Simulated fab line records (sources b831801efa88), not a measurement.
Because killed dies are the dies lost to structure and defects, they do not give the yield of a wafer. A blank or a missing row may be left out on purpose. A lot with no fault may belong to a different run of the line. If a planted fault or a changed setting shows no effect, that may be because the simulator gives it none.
The tool behind it: which one?    flow sfqLine    39 wafers from 13 lots sampled at 6 of the route's 325 steps

== WHAT THE GAUGES SHOWED, per wafer ==
SFQ_I0_BOW_MEAS_907.
lot   measured      on            I0_BOW (um)
L373  day 7 23:47   filmMetro-04  -15 -8 9
L374  day 8 04:46   filmMetro-04  7 6 2
L376  day 8 17:20   filmMetro-03  5 -2 3
L377  day 9 00:31   filmMetro-04  2 -2 2
L378  day 9 05:20   filmMetro-04  -1 11 -12
L380  day 10 02:24  filmMetro-02  3 8 -6
L382  day 10 20:32  filmMetro-03  -1 0 -4 - - -
L384  day 12 00:27  filmMetro-02  2 11 12
L390  day 14 04:55  filmMetro-04  4 1 3
L392  day 14 11:13  filmMetro-02  2 0 1
L393  day 14 18:11  filmMetro-04  -1 -13 -7
L394  day 14 20:13  filmMetro-03  -4 -6 -6
L395  day 19 21:25  filmMetro-02  -7 -5 -5

SFQ_M1_OVL_MEAS_911.
lot   measured      on          M1_OVL (nm)
L373  day 17 10:01  overlay-01  -2 -6 2
L374  day 17 14:49  overlay-02  -1 -2 -1
L376  day 18 02:49  overlay-01  -3 0 -2
L377  day 18 13:43  overlay-01  -5 -2 3
L378  day 18 19:44  overlay-02  3 2 -2
L380  day 20 00:31  overlay-01  -10 -7 -4
L382  day 21 12:03  overlay-02  2 7 7
L384  day 22 23:06  overlay-01  5 0 3
L390  day 24 01:30  overlay-01  1 10 6
L392  day 24 05:06  overlay-02  2 1 2
L393  day 24 07:30  overlay-02  -2 4 2
L394  day 24 12:18  overlay-02  1 2 4
L395  day 26 21:54  overlay-02  0 -6 -3

SFQ_M2_OVL_MEAS_916.
lot   measured      on          M2_OVL (nm)
L373  day 30 18:59  overlay-01  -5 2 -5
L374  day 31 04:35  overlay-01  6 9 7
L376  day 31 19:07  overlay-01  0 -2 -8
L377  day 32 13:14  overlay-02  -2 2 -7
L378  day 32 19:02  overlay-02  -2 6 2
L380  day 33 14:21  overlay-02  -3 -7 -12
L382  day 34 16:08  overlay-02  -7 -7 3
L384  day 36 03:16  overlay-02  -9 -4 -7
L390  day 37 01:01  overlay-01  4 4 1
L392  day 37 04:37  overlay-02  3 3 5
L393  day 37 08:12  overlay-02  -2 0 -6
L394  day 37 09:25  overlay-02  -7 -7 -8
L395  day 39 16:36  overlay-01  1 0 7

== WHAT TOOL EACH LOT RAN ON (gives the tool, then ch and the chambers of the sampled wafers, and finally the start) ==
lot   SFQ_TRILAYER_I0_CMP_CMP_028    SFQ_TRILAYER_I0_METRO_MEASURE_029  SFQ_TRILAYER_I0_VIA_ETCH_VIA_ETCH_034
L373  cmp-01 ch 1,2,3, day 7 20:47   filmMetro-04, day 7 23:55          rieDiel-02 ch 0,1,3, day 12 09:40
L374  cmp-02 ch 1,2,3, day 8 01:46   filmMetro-04, day 8 04:53          rieDiel-01 ch 0,1,2, day 12 16:52
L376  cmp-02 ch 0,3, day 8 14:20     filmMetro-03, day 8 17:27          rieDiel-01 ch 1,2,3, day 13 03:40
L377  cmp-02 ch 0,2,3, day 8 21:31   filmMetro-04, day 9 00:38          rieDiel-01 ch 1,2,3, day 13 16:34
L378  cmp-01 ch 1,3, day 9 02:49     filmMetro-04, day 9 05:38          rieDiel-02 ch 0,2, day 13 18:58
L380  cmp-02 ch 0,1,3, day 9 23:24   filmMetro-02, day 10 02:31         rieDiel-02 ch 0,1,3, day 14 15:14
L382  cmp-02 ch 0,1,2, day 10 19:02  filmMetro-02, day 10 23:17         rieDiel-03 ch 0,1,3, day 15 19:33
L384  cmp-01 ch 1,2,3, day 11 21:57  filmMetro-02, day 12 00:34         rieDiel-03 ch 0,2,3, day 16 21:57
L390  cmp-01 ch 0,1,2, day 14 02:24  filmMetro-04, day 14 05:13         rieDiel-02 ch 0,1, day 17 14:45
L392  cmp-01 ch 1,2,3, day 14 09:12  filmMetro-02, day 14 11:31         rieDiel-03 ch 0,1,3, day 17 17:09
L393  cmp-02 ch 0,1,3, day 14 16:11  filmMetro-04, day 14 18:19         rieDiel-02 ch 1,3, day 17 18:21
L394  cmp-01 ch 1,2,3, day 14 18:12  filmMetro-03, day 14 20:31         rieDiel-01 ch 2,3, day 17 19:33
L395  cmp-02 ch 0,1,2, day 19 19:25  filmMetro-02, day 19 21:32         rieDiel-03 ch 0,1,3, day 20 02:12
- SFQ_TRILAYER_I0_CMP_CMP_028: polishes SiO2.
- SFQ_TRILAYER_I0_METRO_MEASURE_029
- SFQ_TRILAYER_I0_VIA_ETCH_VIA_ETCH_034: etches SiO2 in CHF3, stops on Nb, target depth 260 nm.

== AS READ BY THE TOOLS THEMSELVES (means over the sampled wafers that have a number; for cases with no such wafer, the mark the record gives instead) ==
SFQ_TRILAYER_I0_CMP_CMP_028.
lot   tool    motorCurrentA (A)  timeToEndpointS (s)
L373  cmp-01  10.7               206
L374  cmp-02  10.0               209
L376  cmp-02  10.2               222
L377  cmp-02  10.1               219
L378  cmp-01  10.2               218
L380  cmp-02  10.2               213
L382  cmp-02  9.2                218
L384  cmp-01  10.5               223
L390  cmp-01  11.0               210
L392  cmp-01  10.5               222
L393  cmp-02  10.3               214
L394  cmp-01  11.1               220
L395  cmp-02  9.4                216

SFQ_TRILAYER_I0_METRO_MEASURE_029.
lot   tool          thkNm (nm)
L373  filmMetro-04  200.1
L374  filmMetro-04  198.3
L376  filmMetro-03  199.8
L377  filmMetro-04  199.5
L378  filmMetro-04  199.1
L380  filmMetro-02  200.3
L382  filmMetro-02  205.0
L384  filmMetro-02  200.9
L390  filmMetro-04  200.1
L392  filmMetro-02  200.5
L393  filmMetro-04  199.6
L394  filmMetro-03  199.7
L395  filmMetro-02  199.9

SFQ_TRILAYER_I0_VIA_ETCH_VIA_ETCH_034.
lot   tool        drypumpMotorCurrentA (A)  oesProductAu (a.u.)
L373  rieDiel-02  5.6                       0.859
L374  rieDiel-01  6.1                       0.851
L376  rieDiel-01  6.0                       0.854
L377  rieDiel-01  6.0                       0.849
L378  rieDiel-02  5.5                       0.853
L380  rieDiel-02  5.6                       0.859
L382  rieDiel-03  6.1                       0.865
L384  rieDiel-03  5.9                       0.858
L390  rieDiel-02  5.3                       0.859
L392  rieDiel-03  6.1                       0.851
L393  rieDiel-02  5.9                       0.854
L394  rieDiel-01  6.0                       0.849
L395  rieDiel-03  6.1                       0.850

== THE ANSWER, worked out from the rows above alone ==
Rule: usual is defined by the lots themselves. The widest of any qualifying gaps counts: lots, ordered by their means at a reading, are off when they make up no more than a third of the lots, leave a main group of 4 or more, and stand apart from it by 3 or more times the standard deviation of that group's means. Not used: any main group whose means are identical at the precision the tables above print for the reading. A lot without any number at a reading at which 4 lots or more have one is off too. All remaining lots with rows at the step are treated as sound. Order of review: gauges by route order, followed by the tools' own readings, for which a lot's mean as printed above is used. The first step at which some lot is off is used, and at that step the reading that is off furthest; a lot without a number counts as furthest.
Off: L382 (SFQ_TRILAYER_I0_METRO_MEASURE_029, thkNm). For the main group the mean is 199.8 nm and the standard deviation 0.65.
If a tool, at that step or one of the process steps before it, ran each lot that is off and ran no sound lot following the first of them, it fits. Not one of the candidates tried fits.

== WHAT THE SIMULATOR HAD INSERTED ==
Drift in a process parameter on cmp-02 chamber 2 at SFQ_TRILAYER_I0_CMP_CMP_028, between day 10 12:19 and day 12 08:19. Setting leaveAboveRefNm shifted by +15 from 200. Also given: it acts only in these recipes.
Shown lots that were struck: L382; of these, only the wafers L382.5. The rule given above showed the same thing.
